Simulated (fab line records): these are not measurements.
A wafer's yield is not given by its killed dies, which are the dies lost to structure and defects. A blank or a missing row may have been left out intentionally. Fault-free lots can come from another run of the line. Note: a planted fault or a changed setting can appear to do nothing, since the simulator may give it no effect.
Which of the tools did it?	flow sky130	18 wafers from 6 lots sampled at 3 of the route's 708 steps

## WHAT THE GAUGES SHOWED, per wafer
SKY_LDD_P_TW_MEAS_11.
lot	measured	on	LDD_P_TW
L752	day 20 04:14	filmMetro-03	625 626 625
L757	day 21 19:24	filmMetro-04	631 628 630
L760	day 23 03:23	filmMetro-04	782 786 786
L766	day 26 14:55	filmMetro-04	628 631 625
L770	day 26 20:08	filmMetro-04	627 628 629
L772	day 27 04:19	filmMetro-01	636 638 638

## TOOL THAT RAN EACH LOT (tool first, then ch and the chambers of the sampled wafers, then the start)
lot	SKY_POLY_GATE_STRIP_18	SKY_LDD_P_IMPLANT_09
L752	plasmaAsher-03 ch 0,1, day 17 13:02	implanter-02 ch 0, day 20 03:59
L757	plasmaAsher-01 ch 0,1, day 19 01:32	implanter-02 ch 0, day 21 19:09
L760	plasmaAsher-04 ch 0,1, day 20 07:52	implanter-02 ch 0, day 23 02:31
L766	plasmaAsher-01 ch 0,1, day 23 23:16	implanter-03 ch 0, day 26 14:40
L770	plasmaAsher-01 ch 0,1, day 24 07:00	implanter-04 ch 0, day 26 19:55
L772	plasmaAsher-03 ch 0,1, day 24 14:40	implanter-04 ch 0, day 27 04:04
- SKY_POLY_GATE_STRIP_18: strips in O2/N2.
- SKY_LDD_P_IMPLANT_09

## THE ANSWER, worked out from the rows above alone
Rule: the lots themselves supply what counts as usual. The widest of any qualifying gaps counts: lots, ordered by their means at a reading, are off when they make up no more than a third of the lots, leave a main group of 4 or more, and stand apart from it by 3 or more times the standard deviation of that group's means. The tables above print the reading to a certain number of digits; a main group whose means all agree to those digits is not used. Also off: a lot with no number at a reading for which 4 or more lots have one. All remaining lots with rows at the step are treated as sound.
Off: at SKY_LDD_P_TW_MEAS_11 (LDD_P_TW), L760. For the main group the mean is 630 and the standard deviation 4.1.
If a tool, at a process step before that reading, ran all the lots that are off and no sound lot after the first of them, it fits. The gauges at SKY_LDD_P_TW_MEAS_11 are tried like those tools. 2 tools fit, plasmaAsher-04 at SKY_POLY_GATE_STRIP_18 and implanter-02 at SKY_LDD_P_IMPLANT_09, so this cannot tell which one it is.

## WHAT THE SIMULATOR PUT IN
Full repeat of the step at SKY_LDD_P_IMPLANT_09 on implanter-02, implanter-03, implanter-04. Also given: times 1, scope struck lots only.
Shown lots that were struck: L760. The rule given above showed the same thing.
